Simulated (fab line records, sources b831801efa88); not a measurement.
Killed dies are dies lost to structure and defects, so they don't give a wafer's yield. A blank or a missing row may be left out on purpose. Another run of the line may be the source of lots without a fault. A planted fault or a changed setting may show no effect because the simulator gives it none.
fab line records -- flow sky130 -- part 1 of 2: steps 1 to 42 of 43
record lots=6, wafers=18, last-day=50
route steps=708 shown VIA2@527 METAL3@532 CAPM@537 PAD_OPEN@708
lots that met no fault: taken from a fault-free run of the same line
start-h: the number of hours between the record's first day and the start of the first shown wafer of the lot -- wait-h: time in hours since the lot's previous step -- " repeats the value in the row above -- L1.1+2: one row covering several wafers at once -- - no value, or no start was given -- * or withheld: withheld -- < > ~ a bound
route shown NAME@n: names a module that has steps shown in the file, with the first one's number in the route -- usual: mean and standard deviation over wafers with no fault -- same: alike in all rows -- chamber/n: place in a boat -- sites: per-site readings -- _std_site: standard deviation across them -- _edge_site: inner sites' mean taken away from outer sites' mean -- radius-mm: how far each site lies from the wafer's centre -- mask NAME#n: copy n -- behind: the last tool/chamber to shape the wafer -- hold: cause of the lot's hold/its duration in hours/its outcome -- device: names the non-switching transistor (n, p or np) -- end of line: the tests these same wafers got at the end of their route -- a step with no rows: only its recipe -- killed: the dies lost at the first sort to structure and to defects; this is not the yield of the wafer -- map: a wafer's dies, marking killed ones x, the rest . and places with no die _
set.NAME: setting as actually run; set.NAME@STEP: the setting as run at that earlier step -- model.NAME: the simulator's own value behind a step, which no gauge read
lots seen at some steps along the route; tables by step, rows by wafer
services: a tool's chamber out of use, with start hour (start-h, from the record's first day; less than 0 if before it), hours out, and reason
## steps
# step SKY_VIA2_SPUTTER_20
# recipe material=TiN, target-thk-nm=20, chamber-pressure-pa=5, power-w=4000, time-s=80
# step SKY_VIA2_CVD_21
# recipe material=W, target-thk-nm=420, time-s=126.4, temp-c=400, pressure-torr=40
# step SKY_VIA2_RS_MEAS_22
# recipe thk-meas-gauge=four-point-probe, reads=W_of_VIA2_CVD_21+TiN_of_VIA2_SPUTTER_20
# usual VIA2_W_RS=0.274/0.005
lot.wafer,tool,chamber,start-h,wait-h,VIA2_W_RS[ohm/sq]
L325.1,film-metro-02,-,841.32,0.1,0.278
L325.4,film-metro-02,-,841.32,0.1,0.279
L325.6,film-metro-02,-,841.32,0.1,0.279
L331.1,film-metro-03,-,893.65,0.1,0.273
L331.3,film-metro-03,-,893.65,0.1,0.282
L331.5,film-metro-03,-,893.65,0.1,0.271
L334.1,film-metro-01,-,912.93,0.1,0.277
L334.2,film-metro-01,-,912.93,0.1,0.276
L334.5,film-metro-01,-,912.93,0.1,0.278
L337.3,film-metro-01,-,939.16,0.1,0.276
L337.4,film-metro-01,-,939.16,0.1,0.275
L337.5,film-metro-01,-,939.16,0.1,0.274
L347.2,film-metro-01,-,1021.49,0.1,0.269
L347.3,film-metro-01,-,1021.49,0.1,0.278
L347.6,film-metro-01,-,1021.49,0.1,0.268
L346.2,film-metro-02,-,1022.49,0.1,0.267
L346.3,film-metro-02,-,1022.49,0.1,0.275
L346.4,film-metro-02,-,1022.49,0.1,0.270
# step SKY_VIA2_THK_MEAS_23
# recipe thk-meas-gauge=xrf, reads=W_of_VIA2_CVD_21
# usual VIA2_W_THK=421/11
lot.wafer,tool,chamber,start-h,wait-h,VIA2_W_THK[nm]
L325.1,film-metro-02,-,841.44,0.1,410
L325.4,film-metro-02,-,841.44,0.1,411
L325.6,film-metro-02,-,841.44,0.1,409
L331.1,film-metro-03,-,893.77,0.1,425
L331.3,film-metro-03,-,893.77,0.1,412
L331.5,film-metro-03,-,893.77,0.1,425
L334.1,film-metro-01,-,913.05,0.1,412
L334.2,film-metro-01,-,913.05,0.1,411
L334.5,film-metro-01,-,913.05,0.1,408
L337.3,film-metro-01,-,939.26,0.1,416
L337.4,film-metro-01,-,939.26,0.1,416
L337.5,film-metro-01,-,939.26,0.1,415
L347.2,film-metro-01,-,1021.60,0.1,424
L347.3,film-metro-01,-,1021.60,0.1,411
L347.6,film-metro-01,-,1021.60,0.1,423
L346.2,film-metro-02,-,1022.60,0.1,427
L346.3,film-metro-02,-,1022.60,0.1,414
L346.4,film-metro-02,-,1022.60,0.1,421
# step SKY_VIA2_CMP_24
# recipe stop-on=SiO2, t-overpolish-s=20, down-force-psi=3.5, platen-rpm=60, target-thk-nm=0, pad-velocity-m-s=0.94248
# usual motor-current-A=11.9/1.3, overpolish-run-s=20.000/0.0087, time-to-endpoint-s=101/3.5
# same t-overpolish-s=20
lot.wafer,tool,chamber,start-h,wait-h,motor-current-A,overpolish-run-s,time-to-endpoint-s
L325.1,cmp-02,3,841.50,0.1,13.1,20.014,101
L325.4,cmp-02,2,841.50,0.1,12.7,19.992,104
L325.6,cmp-02,3,841.50,0.1,12.5,19.998,101
L331.1,cmp-01,0,893.93,0.1,10.7,20.012,99
L331.3,cmp-01,1,893.93,0.1,10.1,19.988,93
L331.5,cmp-01,2,893.93,0.1,12.5,20.000,101
L334.1,cmp-02,1,913.11,0.1,12.4,19.989,105
L334.2,cmp-02,3,913.11,0.1,12.1,19.999,102
L334.5,cmp-02,1,913.11,0.1,12.0,19.992,101
L337.4,cmp-02,1,939.30,0.0,12.2,20.016,103
L337.3,cmp-02,3,939.30,0.0,12.5,20.005,101
L337.5,cmp-02,1,939.30,0.0,11.9,19.986,102
L347.3,cmp-01,2,1021.65,0.0,12.7,20.002,94
L347.2,cmp-01,1,1021.65,0.0,10.4,19.998,99
L347.6,cmp-01,2,1021.65,0.0,13.0,19.989,98
L346.2,cmp-02,3,1022.70,0.1,11.9,20.003,110
L346.4,cmp-02,0,1022.70,0.1,9.8,20.015,104
L346.3,cmp-02,1,1022.70,0.1,12.2,19.999,105
# step SKY_METAL3_SPUTTER_00
# recipe material=Ti, target-thk-nm=15, power-w=3000, time-s=10, chamber-pressure-pa=0.4
# step SKY_METAL3_SPUTTER_01
# recipe material=TiN, target-thk-nm=20, power-w=6500, time-s=16.7, chamber-pressure-pa=0.4
# usual throttle-valve-pct=30.3/0.96
lot.wafer,tool,chamber,start-h,wait-h,throttle-valve-pct
L325.1,pvd-sputter-03,-,841.82,0.0,29.2
L325.4,pvd-sputter-03,-,841.82,0.0,29.3
L325.6,pvd-sputter-03,-,841.82,0.0,29.3
L331.1,pvd-sputter-04,-,894.16,0.0,30.2
L331.3,pvd-sputter-04,-,894.16,0.0,30.5
L331.5,pvd-sputter-04,-,894.16,0.0,30.2
L334.1,pvd-sputter-03,-,913.43,0.0,29.2
L334.2,pvd-sputter-03,-,913.43,0.0,29.6
L334.5,pvd-sputter-03,-,913.43,0.0,29.3
L337.3,pvd-sputter-02,-,939.62,0.0,29.5
L337.4,pvd-sputter-02,-,939.62,0.0,31.7
L337.5,pvd-sputter-02,-,939.62,0.0,32.0
L347.2,pvd-sputter-02,-,1021.97,0.0,31.7
L347.3,pvd-sputter-02,-,1021.97,0.0,30.2
L347.6,pvd-sputter-02,-,1021.97,0.0,31.9
L346.2,pvd-sputter-03,-,1022.98,0.0,29.5
L346.3,pvd-sputter-03,-,1022.98,0.0,29.1
L346.4,pvd-sputter-03,-,1022.98,0.0,30.8
# step SKY_METAL3_SPUTTER_02
# recipe material=AlCu, target-thk-nm=735, power-w=10600, time-s=39.1, chamber-pressure-pa=0.4
# step SKY_METAL3_SPUTTER_03
# recipe material=Ti, target-thk-nm=5, power-w=3000, time-s=3.3, chamber-pressure-pa=0.4
# step SKY_METAL3_SPUTTER_04
# recipe material=TiN, target-thk-nm=70, power-w=6500, time-s=58.3, chamber-pressure-pa=0.4
# usual throttle-valve-pct=30.3/0.98
lot.wafer,tool,chamber,start-h,wait-h,throttle-valve-pct
L325.1,pvd-sputter-03,-,841.90,0.0,29.4
L325.4,pvd-sputter-03,-,841.90,0.0,29.0
L325.6,pvd-sputter-03,-,841.90,0.0,29.3
L331.1,pvd-sputter-04,-,894.24,0.0,30.2
L331.3,pvd-sputter-04,-,894.24,0.0,30.5
L331.5,pvd-sputter-04,-,894.24,0.0,30.1
L334.1,pvd-sputter-03,-,913.52,0.0,29.0
L334.2,pvd-sputter-03,-,913.52,0.0,29.4
L334.5,pvd-sputter-03,-,913.52,0.0,29.1
L337.3,pvd-sputter-02,-,939.71,0.0,29.4
L337.4,pvd-sputter-02,-,939.71,0.0,31.6
L337.5,pvd-sputter-02,-,939.71,0.0,32.1
L347.2,pvd-sputter-02,-,1022.06,0.0,32.3
L347.3,pvd-sputter-02,-,1022.06,0.0,30.5
L347.6,pvd-sputter-02,-,1022.06,0.0,32.0
L346.2,pvd-sputter-03,-,1023.06,0.0,29.5
L346.3,pvd-sputter-03,-,1023.06,0.0,29.2
L346.4,pvd-sputter-03,-,1023.06,0.0,30.9
# step SKY_CAPM_CVD_00
# recipe material=SiO2, target-thk-nm=15.5, temp-c=400, time-s=withheld, rf-w=450
# step SKY_CAPM_THK_MEAS_01
# recipe reads=SiO2_of_CAPM_CVD_00
# usual CAPM_CVD_00_THK=15.53/0.22
lot.wafer,tool,chamber,start-h,wait-h,CAPM_CVD_00_THK[nm]
L325.1,film-metro-04,-,841.98,-,15.31
L325.4,film-metro-04,-,841.98,-,15.63
L325.6,film-metro-04,-,841.98,-,15.61
L331.1,film-metro-04,-,894.31,-,15.47
L331.3,film-metro-04,-,894.31,-,15.48
L331.5,film-metro-04,-,894.31,-,15.56
L334.1,film-metro-04,-,913.59,-,15.58
L334.2,film-metro-04,-,913.59,-,15.46
L334.5,film-metro-04,-,913.59,-,15.83
L337.3,film-metro-04,-,939.81,-,15.78
L337.4,film-metro-04,-,939.81,-,15.78
L337.5,film-metro-04,-,939.81,-,15.57
L347.2,film-metro-04,-,1022.14,-,14.87
L347.3,film-metro-04,-,1022.14,-,15.01
L347.6,film-metro-04,-,1022.14,-,15.19
L346.2,film-metro-01,-,1023.14,-,15.50
L346.3,film-metro-01,-,1023.14,-,15.51
L346.4,film-metro-01,-,1023.14,-,15.79
# step SKY_CAPM_SPUTTER_02
# recipe material=TiN, target-thk-nm=200, temp-c=300, power-w=6500, time-s=166.7, chamber-pressure-pa=0.4
# usual throttle-valve-pct=30.6/1
lot.wafer,tool,chamber,start-h,wait-h,throttle-valve-pct
L325.1,pvd-sputter-01,-,842.04,0.1,30.5
L325.4,pvd-sputter-01,-,842.04,0.1,32.3
L325.6,pvd-sputter-01,-,842.04,0.1,31.0
L331.1,pvd-sputter-03,-,894.37,0.1,29.8
L331.3,pvd-sputter-03,-,894.37,0.1,29.0
L331.5,pvd-sputter-03,-,894.37,0.1,29.5
L334.1,pvd-sputter-01,-,913.65,0.1,31.3
L334.2,pvd-sputter-01,-,913.65,0.1,30.5
L334.5,pvd-sputter-01,-,913.65,0.1,32.3
L337.3,pvd-sputter-01,-,939.85,0.0,30.5
L337.4,pvd-sputter-01,-,939.85,0.0,32.2
L337.5,pvd-sputter-01,-,939.85,0.0,32.5
L347.2,pvd-sputter-03,-,1022.19,0.0,29.3
L347.3,pvd-sputter-03,-,1022.19,0.0,29.6
L347.6,pvd-sputter-03,-,1022.19,0.0,29.1
L346.2,pvd-sputter-01,-,1023.19,0.0,30.3
L346.3,pvd-sputter-01,-,1023.19,0.0,30.2
L346.4,pvd-sputter-01,-,1023.19,0.0,32.5
# step SKY_CAPM_RS_MEAS_03
# recipe thk-meas-gauge=four-point-probe, reads=TiN_of_CAPM_SPUTTER_02
# usual CAPM_TIN_RS=6.90/0.063
lot.wafer,tool,chamber,start-h,wait-h,CAPM_TIN_RS[ohm/sq]
L325.1,film-metro-04,-,842.15,0.1,6.93
L325.4,film-metro-04,-,842.15,0.1,6.93
L325.6,film-metro-04,-,842.15,0.1,6.91
L331.1,film-metro-01,-,894.48,0.1,6.86
L331.3,film-metro-01,-,894.48,0.1,6.91
L331.5,film-metro-01,-,894.48,0.1,6.86
L334.1,film-metro-01,-,913.76,0.1,6.94
L334.2,film-metro-01,-,913.76,0.1,6.86
L334.5,film-metro-01,-,913.76,0.1,6.94
L337.3,film-metro-03,-,940.00,0.1,6.89
L337.4,film-metro-03,-,940.00,0.1,6.86
L337.5,film-metro-03,-,940.00,0.1,6.87
L347.2,film-metro-01,-,1022.32,0.1,6.92
L347.3,film-metro-01,-,1022.32,0.1,6.93
L347.6,film-metro-01,-,1022.32,0.1,6.90
L346.2,film-metro-03,-,1023.32,0.1,6.82
L346.3,film-metro-03,-,1023.32,0.1,6.85
L346.4,film-metro-03,-,1023.32,0.1,6.92
# step SKY_CAPM_THK_MEAS_04
# recipe thk-meas-gauge=xrf, reads=TiN_of_CAPM_SPUTTER_02
# usual CAPM_TIN_THK=198.4/1.9
lot.wafer,tool,chamber,start-h,wait-h,CAPM_TIN_THK[nm]
L325.1,film-metro-04,-,842.27,0.1,198.4
L325.4,film-metro-04,-,842.27,0.1,198.4
L325.6,film-metro-04,-,842.27,0.1,198.9
L331.1,film-metro-01,-,894.60,0.1,199.9
L331.3,film-metro-01,-,894.60,0.1,198.1
L331.5,film-metro-01,-,894.60,0.1,200.0
L334.1,film-metro-01,-,913.88,0.1,198.2
L334.2,film-metro-01,-,913.88,0.1,199.7
L334.5,film-metro-01,-,913.88,0.1,198.2
L337.3,film-metro-03,-,940.10,0.1,198.5
L337.4,film-metro-03,-,940.10,0.1,200.1
L337.5,film-metro-03,-,940.10,0.1,198.9
L347.2,film-metro-01,-,1022.43,0.1,197.3
L347.3,film-metro-01,-,1022.43,0.1,197.9
L347.6,film-metro-01,-,1022.43,0.1,198.2
L346.2,film-metro-03,-,1023.43,0.1,199.9
L346.3,film-metro-03,-,1023.43,0.1,199.3
L346.4,film-metro-03,-,1023.43,0.1,198.2
# step SKY_CAPM_DEHYDRATE_05
# recipe temp-c=200, time-s=60
# step SKY_CAPM_HMDS_06
# recipe prime-time-s=60, prime-temp-c=120
# step SKY_CAPM_COAT_07
# recipe resist=NOVOLAK, spin-rpm=3000, resist-thk-nm=1140
# step SKY_CAPM_SOFTBAKE_08
# recipe temp-c=90, time-s=60, resist=NOVOLAK
# step SKY_CAPM_EXPOSE_09
# recipe mask-id=CAPM, na=0.6, source-shape=conventional, sigma-outer=0.6, polarization=unpolarized, target-cd-nm=1000, dose-mj=159
# step SKY_CAPM_PEB_10
# recipe temp-c=withheld, time-s=*, resist=NOVOLAK
# step SKY_CAPM_DEVELOP_11
# recipe resist=NOVOLAK, developer=TMAH, develop-time-s=58.01, dev-temp-c=23
# step SKY_CAPM_OVL_MEAS_12
# usual CAPM_OVL=0.4/1.6
lot.wafer,tool,chamber,start-h,wait-h,CAPM_OVL[nm]
L325.1,overlay-01,-,868.30,0.1,0.0
L325.4,overlay-01,-,868.30,0.1,-0.3
L325.6,overlay-01,-,868.30,0.1,-0.7
L331.1,overlay-01,-,918.80,0.1,1.0
L331.3,overlay-01,-,918.80,0.1,0.6
L331.5,overlay-01,-,918.80,0.1,0.5
L334.1,overlay-02,-,937.63,0.1,1.5
L334.2,overlay-02,-,937.63,0.1,-0.9
L334.5,overlay-02,-,937.63,0.1,0.4
L337.3,overlay-01,-,963.74,0.1,1.5
L337.4,overlay-01,-,963.74,0.1,1.0
L337.5,overlay-01,-,963.74,0.1,2.8
L347.2,overlay-01,-,1043.50,0.1,0.8
L347.3,overlay-01,-,1043.50,0.1,0.0
L347.6,overlay-01,-,1043.50,0.1,1.1
L346.2,overlay-01,-,1045.25,0.1,-1.2
L346.3,overlay-01,-,1045.25,0.1,-0.3
L346.4,overlay-01,-,1045.25,0.1,-1.1
# step SKY_CAPM_METAL_ETCH_13
# recipe target-depth-nm=220, stop-on=SiO2, chemistry=Cl2/BCl3, target=TiN, pressure-mtorr=10, icp-w=900, bias-w=48.5, Cl2_flow_sccm=60, bcl3-flow-sccm=30, time-s=62.9
# step SKY_CAPM_STRIP_14
# recipe chemistry=O2/N2, power-w=1400, pressure-mtorr=1500, platen-temp-c=withheld, o2-flow-sccm=3000, n2-flow-sccm=300, overash-fraction=0.5
# usual drypump-motor-current-A=5.8/0.45, oes-product-au=0.710/0.0041, strip-time-to-endpoint-s=12.68/0.039
lot.wafer,tool,chamber,start-h,wait-h,drypump-motor-current-A,oes-product-au,rf-hours-counter-h,strip-time-to-endpoint-s
L325.1,plasma-asher-04,1,868.42,0.1,6.2,0.713,43,12.73
L325.4,plasma-asher-04,0,868.42,0.1,6.2,0.709,-,12.70
L325.6,plasma-asher-04,0,868.42,0.1,6.3,0.718,-,12.70
L331.1,plasma-asher-04,0,918.92,0.1,6.3,0.704,48,12.75
L331.3,plasma-asher-04,0,918.92,0.1,6.2,0.707,-,12.73
L331.5,plasma-asher-04,0,918.92,0.1,6.2,0.714,-,12.69
L334.1,plasma-asher-04,1,937.82,0.1,6.2,0.711,50,12.73
L334.2,plasma-asher-04,0,937.82,0.1,6.3,0.707,50,12.74
L334.5,plasma-asher-04,0,937.82,0.1,6.2,0.709,-,12.72
L337.3,plasma-asher-02,0,963.87,0.1,5.0,0.710,-,12.74
L337.4,plasma-asher-02,1,963.87,0.1,6.2,0.706,-,12.67
L337.5,plasma-asher-02,1,963.87,0.1,6.2,0.705,-,12.72
L347.2,plasma-asher-02,1,1043.68,0.1,6.2,0.711,88,12.70
L347.3,plasma-asher-02,1,1043.68,0.1,6.2,0.712,-,12.71
L347.6,plasma-asher-02,0,1043.68,0.1,5.0,0.712,-,12.71
L346.2,plasma-asher-04,0,1045.35,0.1,6.3,0.715,59,12.66
L346.3,plasma-asher-04,1,1045.35,0.1,6.2,0.709,-,12.63
L346.4,plasma-asher-04,0,1045.35,0.1,6.2,0.704,-,12.61
# step SKY_CAPM_STRIP_15
# recipe chemistry=post-etch-residue-remover, time-s=1200, temp-c=72.5
# step SKY_CAPM_CLEAN_16
# recipe chemistry=IPA, time-s=180, temp-c=25
# step SKY_CAPM_CLEAN_17
# recipe chemistry=O3/DIW, dry=n2-spin
# step SKY_METAL3_DEHYDRATE_05
# recipe temp-c=200, time-s=60
# step SKY_METAL3_HMDS_06
# recipe prime-time-s=60, prime-temp-c=120
# step SKY_METAL3_COAT_07
# recipe resist=BARC, temp-c=withheld, time-s=withheld, spin-rpm=3000, resist-thk-nm=60
# step SKY_METAL3_COAT_08
# recipe resist=KrF-thick, spin-rpm=3000, resist-thk-nm=1140
# step SKY_METAL3_SOFTBAKE_09
# recipe temp-c=100, time-s=90, resist=KrF-thick
# step SKY_METAL3_EXPOSE_10
# recipe mask-id=MM3, na=0.68, source-shape=annular, sigma-inner=0.4, sigma-outer=0.8, target-cd-nm=300, dose-mj=28
# step SKY_METAL3_PEB_11
# recipe peb-temp-c=withheld, peb-time-s=withheld, resist=KrF-thick
# step SKY_METAL3_DEVELOP_12
# recipe develop-time-s=60, resist=KrF-thick, dev-temp-c=20.5
# step SKY_METAL3_CD_MEAS_13
# recipe target-cd-nm=300
# usual cd-nm=300.3/1.4
lot.wafer,tool,chamber,start-h,wait-h,cd-nm
L325.1,cd-sem-01,-,895.28,-,301.3
L325.4,cd-sem-01,-,895.28,-,301.2
L325.6,cd-sem-01,-,895.28,-,301.8
L331.1,cd-sem-02,-,943.98,-,299.5
L331.3,cd-sem-02,-,943.98,-,301.1
L331.5,cd-sem-02,-,943.98,-,299.9
L334.1,cd-sem-01,-,962.53,-,301.1
L334.2,cd-sem-01,-,962.53,-,300.0
L334.5,cd-sem-01,-,962.53,-,301.3
L337.3,cd-sem-02,-,987.88,-,299.4
L337.4,cd-sem-02,-,987.88,-,301.8
L337.5,cd-sem-02,-,987.88,-,299.8
L347.2,cd-sem-02,-,1065.31,-,299.0
L347.3,cd-sem-02,-,1065.31,-,298.8
L347.6,cd-sem-02,-,1065.31,-,299.2
L346.2,cd-sem-02,-,1067.71,-,297.4
L346.3,cd-sem-02,-,1067.71,-,297.4
L346.4,cd-sem-02,-,1067.71,-,297.4
# step SKY_METAL3_OVL_MEAS_14
# usual METAL3_OVL=4/4.3
lot.wafer,tool,chamber,start-h,wait-h,METAL3_OVL[nm]
L325.1,overlay-01,-,895.40,0.1,6
L325.4,overlay-01,-,895.40,0.1,2
L325.6,overlay-01,-,895.40,0.1,-2
L331.1,overlay-02,-,944.10,0.1,-2
L331.3,overlay-02,-,944.10,0.1,5
L331.5,overlay-02,-,944.10,0.1,4
L334.1,overlay-02,-,962.65,0.1,7
L334.2,overlay-02,-,962.65,0.1,4
L334.5,overlay-02,-,962.65,0.1,0
L337.3,overlay-01,-,987.97,0.1,3
L337.4,overlay-01,-,987.97,0.1,-1
L337.5,overlay-01,-,987.97,0.1,3
L347.2,overlay-02,-,1065.42,0.1,3
L347.3,overlay-02,-,1065.42,0.1,4
L347.6,overlay-02,-,1065.42,0.1,4
L346.2,overlay-02,-,1067.82,0.1,7
L346.3,overlay-02,-,1067.82,0.1,0
L346.4,overlay-02,-,1067.82,0.1,-1
# step SKY_METAL3_DESCUM_15
# recipe chemistry=O2, source-power-w=150, bias-power-w=0, pressure-mtorr=10, temp-c=40, time-s=8
# step SKY_METAL3_ETCH_16
# recipe chemistry=N2/H2, target=BARC, ion-energy-ev=200, bias-w=100, pressure-mtorr=30, n2-flow-sccm=100, h2-flow-sccm=200, icp-w=500, stop-on=SiO2, time-s=88.2, target-depth-a=600
# step SKY_METAL3_ETCH_17
# recipe target=SiO2, stop-on=TiN, chemistry=C4F8/O2/Ar, source-w=1500, bias-w=1200, pressure-mtorr=40, c4f8-flow-sccm=withheld, O2_flow_sccm=6, Ar_flow_sccm=300, time-s=3.9, target-depth-a=150
# step SKY_METAL3_METAL_ETCH_18
# recipe target-depth-a=8450, stop-on=SiO2, over-etch-frac=0.3, time-s=183.1, chemistry=Cl2/BCl3, resist-sidewall-deg=88, pressure-mtorr=10, icp-w=900, bias-w=48.5, Cl2_flow_sccm=60, bcl3-flow-sccm=30
# usual bcl3-flow-sccm=29.98/0.097, drypump-motor-current-A=5.76/0.26, he-backside-leak-sccm=3.48/0.24, oes-product-au=0.866/0.0054, throttle-valve-pct=22.264/0.0089
lot.wafer,tool,chamber,start-h,wait-h,bcl3-flow-sccm,drypump-motor-current-A,he-backside-leak-sccm,oes-product-au,rf-hours-counter-h,throttle-valve-pct
L325.1,rie-metal-03,1,895.58,0.0,29.96,5.42,3.60,0.868,8,22.258
L325.4,rie-metal-03,0,895.58,0.0,29.97,5.97,4.89,0.868,-,22.270
L325.6,rie-metal-03,0,895.58,0.0,30.19,5.99,3.65,0.866,-,22.260
L331.1,rie-metal-02,0,944.29,0.0,30.01,5.09,3.42,0.869,20,22.258
L331.3,rie-metal-02,1,944.29,0.0,29.93,5.94,3.07,0.871,-,22.263
L331.5,rie-metal-02,0,944.29,0.0,30.03,5.08,3.39,0.871,-,22.247
L334.1,rie-metal-03,1,962.84,0.0,29.92,5.43,3.73,0.866,12,22.270
L334.2,rie-metal-03,0,962.84,0.0,30.05,6.00,3.52,0.866,4,22.259
L334.5,rie-metal-03,0,962.84,0.0,30.09,5.97,3.41,0.875,-,22.267
L337.3,rie-metal-01,0,988.20,0.1,29.90,5.95,3.41,0.880,-,22.286
L337.4,rie-metal-01,1,988.20,0.1,29.83,5.80,3.58,0.868,-,22.253
L337.5,rie-metal-01,0,988.20,0.1,29.96,5.96,3.38,0.864,-,22.264
L347.2,rie-metal-03,1,1065.60,0.0,30.07,5.43,3.77,0.859,17,22.275
L347.3,rie-metal-03,0,1065.60,0.0,30.11,5.93,3.79,0.869,-,22.246
L347.6,rie-metal-03,0,1065.60,0.0,29.96,5.91,3.81,0.862,-,22.263
L346.2,rie-metal-03,0,1068.00,0.0,30.16,5.94,3.56,0.869,9,22.258
L346.3,rie-metal-03,0,1068.00,0.0,30.15,5.97,3.47,0.876,-,22.260
L346.4,rie-metal-03,1,1068.00,0.0,29.94,5.40,3.62,0.871,-,22.264
